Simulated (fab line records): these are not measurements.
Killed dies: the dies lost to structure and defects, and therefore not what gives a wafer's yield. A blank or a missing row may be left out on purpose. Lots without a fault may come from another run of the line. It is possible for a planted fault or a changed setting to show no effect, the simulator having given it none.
Problem report, 8D (eight disciplines) form, completed by code | flow sky130 | the parts of the form that need people (team, actions taken, sign-off) are left out

1. PROBLEM STATEMENT
Mean CAPM_TIN_RS at SKY_CAPM_RS_MEAS_03: 8.18 ohm/sq over 5 wafers in 2 lots; fault-free wafers: 6.93 ohm/sq, standard deviation 0.087. That puts it +14 standard deviations away from the usual mean.
The step: measures by four-point-probe.
Earliest sighting: wafer L505.1 on film_metro-01 at day 38 19:28. Wafers with a number at this step in the record: 30, from 10 lots. Rule for "out" (also "out of limits"): further than 4 standard deviations from the usual mean. The rest of the wafers with a number are treated as sound.

2. WHAT THIS IS AND IS NOT
question                    | is                                     | is not
which readings at this step | CAPM_TIN_RS                            | -
which lots                  | L505, L506                             | L501, L503, L504, L517, L520, L521, L522, L524
which wafers of those lots  | L505.1, L505.5, L506.1, L506.5, L506.6 | L505.4
read on which gauges        | film_metro-01, film_metro-04           | film_metro-03
when                        | from day 38 19:28                      | up to then (10 sound wafers); but 15 sound wafers of L517, L520, L521, L522, L524 came after

3. THE SUSPECTS, EACH WITH WHAT RULES IT OUT
Counting: if a tool at a process step up to the reading ran every lot that is out, it stays a suspect. Sound lots after the first of them don't rule it out here, since some wafers of a struck lot are sound.
- ruled out: the gauge at SKY_CAPM_RS_MEAS_03. Those wafers that are out were read across 2 gauges (film_metro-01, film_metro-04).
- plasma_asher-04 at SKY_METAL2_STRIP_20 (strips in O2/N2): kept. It ran every lot that is out, first L505 (day 37 13:41); its last sound lot up to then is L503 (day 37 09:52).
- pvd_sputter-02 at SKY_CAPM_SPUTTER_02 (material TiN, target thk 200 nm, time 166.7 s): kept. It ran every lot that is out, first L505 (day 38 19:21); its last sound lot up to then is L501 (day 37 20:14).
The count leaves pvd_sputter-02 at SKY_CAPM_SPUTTER_02 and plasma_asher-04 at SKY_METAL2_STRIP_20.

4. THE CAUSE (what the simulator had put in)
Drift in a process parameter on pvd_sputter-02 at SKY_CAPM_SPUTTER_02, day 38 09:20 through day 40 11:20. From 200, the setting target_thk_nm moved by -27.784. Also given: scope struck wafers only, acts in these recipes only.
2 suspects survive the count, and this tool is in that group.

5. SEQUENCE OF EFFECTS, ordered by route
Rows list readings where the struck wafers' mean (over those with a number) sits beyond 3 standard deviations from the usual. Scope: only readings with a usual standard deviation given in the record; hours: median across lots of the time from each lot's start at the first step in this table that gives one to its start at this step; sigmas: change in usual standard deviations.
hours | step                   | reading            | usual       | on struck wafers | change | sigmas
0     | SKY_CAPM_RS_MEAS_03    | CAPM_TIN_RS        | 6.93 ohm/sq | 8.18             | +1.25  | +14
0     | SKY_CAPM_THK_MEAS_04   | CAPM_TIN_THK       | 201.3 nm    | 170.9            | -30.4  | -12
25    | SKY_CAPM_METAL_ETCH_13 | oes_product_au     | 0.941 a.u.  | 0.855            | -0.086 | -11
25    | SKY_CAPM_METAL_ETCH_13 | throttle_valve_pct | 21.902 %    | 21.954           | +0.052 | +5.8
210   | SKY_PAD_OPEN_PROBE_99  | killed_at_other    | 0.3         | 2.0              | +1.7   | +3.5
The process steps in it:
- SKY_CAPM_METAL_ETCH_13: etches TiN in Cl2/BCl3, stops on SiO2, target depth 220 nm, time 62.9 s.
- SKY_PAD_OPEN_PROBE_99

6. HOW IT WOULD HAVE BEEN CAUGHT EARLIER
In this record the first reading out of limits at a measuring or inspecting step was taken at day 38 19:28, 10 hours after the fault began at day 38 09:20.
No tool reading at SKY_CAPM_SPUTTER_02 that has a usual standard deviation in the record was out on any struck wafer, so an alarm limit of 4 standard deviations on those readings would not have fired.
Among the 2 lots that are out, L506 began SKY_CAPM_SPUTTER_02 on pvd_sputter-02 after day 38 19:28. Had the tool been put on hold then, it would have been spared.
